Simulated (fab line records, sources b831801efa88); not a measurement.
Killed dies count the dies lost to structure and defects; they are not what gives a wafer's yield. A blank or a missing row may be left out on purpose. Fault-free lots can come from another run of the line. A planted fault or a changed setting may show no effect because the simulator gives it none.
A sampling plan put to the test / flow sky130 / one fab line, 11 faults that these records tell of, each judged on the records of the lots that it struck
The plan consists of the line's own looks: route steps at which the wafer is read by a gauge or an inspection but not changed. A look can be judged if struck wafers have a number there and the file gives its usual mean and standard deviation on fault-free wafers. Caught: 4 or more of those standard deviations (sigma) separate the usual mean from the mean of the struck wafers at a look after the fault's first step. On the tool: here the same test is run on the tool's own readings at the fault's steps. A different recipe on the struck wafers counts as caught too, as does a record blank only for those wafers.

## THE FAULTS, as the simulator had put them in
1. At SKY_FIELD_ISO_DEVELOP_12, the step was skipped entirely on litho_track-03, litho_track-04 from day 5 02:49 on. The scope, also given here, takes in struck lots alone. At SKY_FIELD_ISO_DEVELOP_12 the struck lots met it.
2. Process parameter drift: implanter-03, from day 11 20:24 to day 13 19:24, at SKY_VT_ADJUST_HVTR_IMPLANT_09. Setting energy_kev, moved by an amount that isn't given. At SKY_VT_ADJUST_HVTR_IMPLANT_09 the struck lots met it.
3. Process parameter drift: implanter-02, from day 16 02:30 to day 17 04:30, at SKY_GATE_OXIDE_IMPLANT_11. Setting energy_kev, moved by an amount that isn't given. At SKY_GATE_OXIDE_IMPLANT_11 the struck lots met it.
4. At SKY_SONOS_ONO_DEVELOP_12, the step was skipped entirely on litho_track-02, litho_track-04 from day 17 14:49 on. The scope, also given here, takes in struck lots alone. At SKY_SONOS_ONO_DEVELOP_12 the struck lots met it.
5. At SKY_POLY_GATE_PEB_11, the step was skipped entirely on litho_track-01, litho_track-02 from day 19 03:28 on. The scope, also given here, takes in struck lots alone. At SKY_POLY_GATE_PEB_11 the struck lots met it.
6. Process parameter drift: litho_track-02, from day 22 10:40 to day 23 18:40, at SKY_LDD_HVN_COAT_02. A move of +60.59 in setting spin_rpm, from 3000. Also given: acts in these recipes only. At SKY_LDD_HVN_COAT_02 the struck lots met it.
7. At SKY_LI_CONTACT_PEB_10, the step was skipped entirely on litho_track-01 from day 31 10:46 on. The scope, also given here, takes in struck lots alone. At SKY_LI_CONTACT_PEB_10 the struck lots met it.
8. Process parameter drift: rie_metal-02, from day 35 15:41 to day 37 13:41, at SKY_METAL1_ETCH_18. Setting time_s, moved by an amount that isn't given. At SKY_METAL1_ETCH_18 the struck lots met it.
9. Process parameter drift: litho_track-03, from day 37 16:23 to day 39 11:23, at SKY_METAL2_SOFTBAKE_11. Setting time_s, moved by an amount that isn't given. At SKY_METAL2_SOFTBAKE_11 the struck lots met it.
10. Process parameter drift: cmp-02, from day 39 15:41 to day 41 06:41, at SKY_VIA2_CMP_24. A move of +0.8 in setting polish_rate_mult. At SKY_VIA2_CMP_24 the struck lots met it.
11. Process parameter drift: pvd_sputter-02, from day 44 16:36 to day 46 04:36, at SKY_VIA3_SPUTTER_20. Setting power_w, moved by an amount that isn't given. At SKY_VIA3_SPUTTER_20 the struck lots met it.

## WHAT THE PLAN SAW
fault=1; on the tool itself=the tool's record is blank for the struck wafers; first look that catches it=no look after it can be judged; reading, sigma=-; median hours from its first step to that look=-; hours from the fault's start to the first struck lot there=-; judged looks passed uncaught=0
fault=2; on the tool itself=beam_energy_keV +58 sigma; first look that catches it=not the one look that can be judged after it; reading, sigma=-; median hours from its first step to that look=-; hours from the fault's start to the first struck lot there=-; judged looks passed uncaught=1
fault=3; on the tool itself=beam_energy_keV +99 or beyond sigma; first look that catches it=no look after it can be judged; reading, sigma=-; median hours from its first step to that look=-; hours from the fault's start to the first struck lot there=-; judged looks passed uncaught=0
fault=4; on the tool itself=the tool's record is blank for the struck wafers; first look that catches it=no look after it can be judged; reading, sigma=-; median hours from its first step to that look=-; hours from the fault's start to the first struck lot there=-; judged looks passed uncaught=0
fault=5; on the tool itself=no reading that can be judged; first look that catches it=no look after it can be judged; reading, sigma=-; median hours from its first step to that look=-; hours from the fault's start to the first struck lot there=-; judged looks passed uncaught=0
fault=6; on the tool itself=spin_speed_rpm +28 sigma; first look that catches it=none of the 2 looks that can be judged after it; reading, sigma=-; median hours from its first step to that look=-; hours from the fault's start to the first struck lot there=-; judged looks passed uncaught=2
fault=7; on the tool itself=no reading that can be judged; first look that catches it=no look after it can be judged; reading, sigma=-; median hours from its first step to that look=-; hours from the fault's start to the first struck lot there=-; judged looks passed uncaught=0
fault=8; on the tool itself=oes_product_au +22 sigma; first look that catches it=no look after it can be judged; reading, sigma=-; median hours from its first step to that look=-; hours from the fault's start to the first struck lot there=-; judged looks passed uncaught=0
fault=9; on the tool itself=run_length_s -61 sigma; first look that catches it=no look after it can be judged; reading, sigma=-; median hours from its first step to that look=-; hours from the fault's start to the first struck lot there=-; judged looks passed uncaught=0
fault=10; on the tool itself=time_to_endpoint_s -12 sigma; first look that catches it=no look after it can be judged; reading, sigma=-; median hours from its first step to that look=-; hours from the fault's start to the first struck lot there=-; judged looks passed uncaught=0
fault=11; on the tool itself=cathode_dc_power_W +99 or beyond sigma; first look that catches it=none of the 2 looks that can be judged after it; reading, sigma=-; median hours from its first step to that look=-; hours from the fault's start to the first struck lot there=-; judged looks passed uncaught=2
Dash: fault not caught, or number not given in these records.

Caught at a look: 0 of 11. Caught on the tool: 9 of 11. By one or the other: 9 of 11.
On the tool alone, faults 1, 2, 3, 4, 6, 8, 9, 10, 11 were caught.
Caught by neither: faults 5, 7.
